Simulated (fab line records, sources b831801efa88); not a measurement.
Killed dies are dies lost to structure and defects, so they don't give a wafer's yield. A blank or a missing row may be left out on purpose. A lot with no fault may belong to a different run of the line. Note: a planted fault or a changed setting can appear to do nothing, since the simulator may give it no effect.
One fault through the eyes of 2 desks ; flow sky130 ; what lay behind the numbers comes last; until then each desk has only its own

== AT THE METROLOGY DESK ==
Means of the sampled wafers that have a number, per lot and without regard to the tool the lot ran on: this is what the gauges read. Marked OUT: a lot whose mean sits more than 4 standard deviations from the usual mean, which makes it out of limits; the brackets give that distance.
Columns: A = cd_nm at SKY_CONTACT_CD_MEAS_14, usual 170.0 nm; B = CONTACT_OVL at SKY_CONTACT_OVL_MEAS_15, usual -1 nm; C = CONTACT_W_RS at SKY_CONTACT_RS_MEAS_25, usual 0.337 ohm/sq; D = CONTACT_W_THK at SKY_CONTACT_THK_MEAS_26, usual 347 nm
lot;first seen here;A;B;C;D
L274;day 32 16:46;171.0;-1;0.332;355
L282;day 35 03:44;168.5;-2;0.336;350
L285;day 36 12:46;171.8;-3;0.344;339
L295;day 38 08:49;169.6;6;0.362;317
L296;day 39 02:14;172.1;-3;0.338;348
Result from this desk: across the 5 lots, nothing is out of limits.

== THE TOOL OWNER'S DESK: cvd_w-01 ==
The tool's own readings at SKY_CONTACT_CVD_24 (deposits W, target thk 340 nm, time 102.12 s): means of the sampled wafers that have a number, for each lot that ran on this tool. Marked OUT: a lot whose mean sits more than 4 standard deviations from the usual mean, which makes it out of limits; the brackets give that distance.
Columns: A = heater_power_w at SKY_CONTACT_CVD_24, usual 819 W
lot;first seen here;A
L274;day 32 17:42;851
L282;day 35 04:43;836
L285;day 36 13:45;807
L295;day 38 09:48;807
Result from this desk: across the 4 lots, nothing is out of limits.

== BROUGHT TOGETHER ==
At the metrology desk, nothing out of limits was observed.
The tool owner's desk saw nothing out of limits.

== WHAT THE SIMULATOR PUT IN ==
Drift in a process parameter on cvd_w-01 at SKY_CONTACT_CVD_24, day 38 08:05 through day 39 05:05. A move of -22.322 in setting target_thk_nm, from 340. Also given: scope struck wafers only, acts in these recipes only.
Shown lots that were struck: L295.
